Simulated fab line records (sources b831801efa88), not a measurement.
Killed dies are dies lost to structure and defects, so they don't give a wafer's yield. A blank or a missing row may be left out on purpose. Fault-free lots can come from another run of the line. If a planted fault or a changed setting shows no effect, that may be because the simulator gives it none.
The same fault as seen by 2 desks ; flow gf180mcu ; what lay behind the numbers comes last; until then each desk has only its own

## FROM THE METROLOGY DESK
What the gauges read, lot by lot, whatever tool the lot ran on: means of the sampled wafers that have a number. The brackets show how far a lot's mean lies from the usual mean; more than 4 standard deviations puts the lot out of limits, marked OUT.
Columns: A = cdNm at GF_POLY_GATE_CD_MEAS_18, usual 279.1 nm; B = NSD_RS at GF_PSD_RS_MEAS_14, usual 46.17 ohm/sq
lot;first seen here;A;B
L321;day 9 12:30;280.3;46.25
L322;day 9 21:27;279.6;46.15
L324;day 10 19:55;277.6;46.08
L325;day 11 05:31;278.7;44.71 (-15) OUT
L327;day 11 12:16;282.7;44.77 (-15) OUT
L328;day 12 01:07;276.5;46.23
L336;day 14 02:00;278.4;46.20
L337;day 14 10:02;278.0;46.15
L339;day 15 01:00;282.0;46.00
L340;day 15 08:15;279.6;46.31
L341;day 15 13:49;279.4;46.16
This desk's result: L325, L327 out of limits, first on L325 (NSD_RS at GF_PSD_RS_MEAS_14), day 16 13:50. In limits: L321, L322, L324, L328, L336, L337, L339, L340, L341.

## DESK OF THE TOOL OWNER: implanter-02
The tool's own readings at GF_NSD_IMPLANT_09: means of the sampled wafers that have a number, for each lot that ran on this tool. The brackets show how far a lot's mean lies from the usual mean; more than 4 standard deviations puts the lot out of limits, marked OUT.
Columns: A = beamEnergyKeV at GF_NSD_IMPLANT_09, usual 60.002
lot;first seen here;A
L321;day 13 12:51;60.002
L324;day 15 04:11;59.996
L325;day 15 15:27;64.961 (+99 or more) OUT
L327;day 15 22:19;64.933 (+99 or more) OUT
L336;day 18 22:05;59.992
L341;day 20 13:50;59.992
This desk finds L325, L327 out of limits, L325 being first, at day 15 15:27 (beamEnergyKeV at GF_NSD_IMPLANT_09). In limits: L321, L324, L336, L341.

## TAKEN TOGETHER
The tool owner's desk could have raised an alarm at day 15 15:27, on L325, L327.
Metrology desk: alarm possible at day 16 13:50 on L325, L327.
Of the lots named, all ran GF_NSD_IMPLANT_09 on implanter-02.

## WHAT THE SIMULATOR HAD INSERTED
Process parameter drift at GF_NSD_IMPLANT_09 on implanter-02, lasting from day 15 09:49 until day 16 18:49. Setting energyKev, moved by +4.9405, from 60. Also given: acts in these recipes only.
Lots struck among those shown: L325, L327.
Hours from the fault's start to each desk's first reading out of limits: the tool owner's desk, 6; the metrology desk, 28.
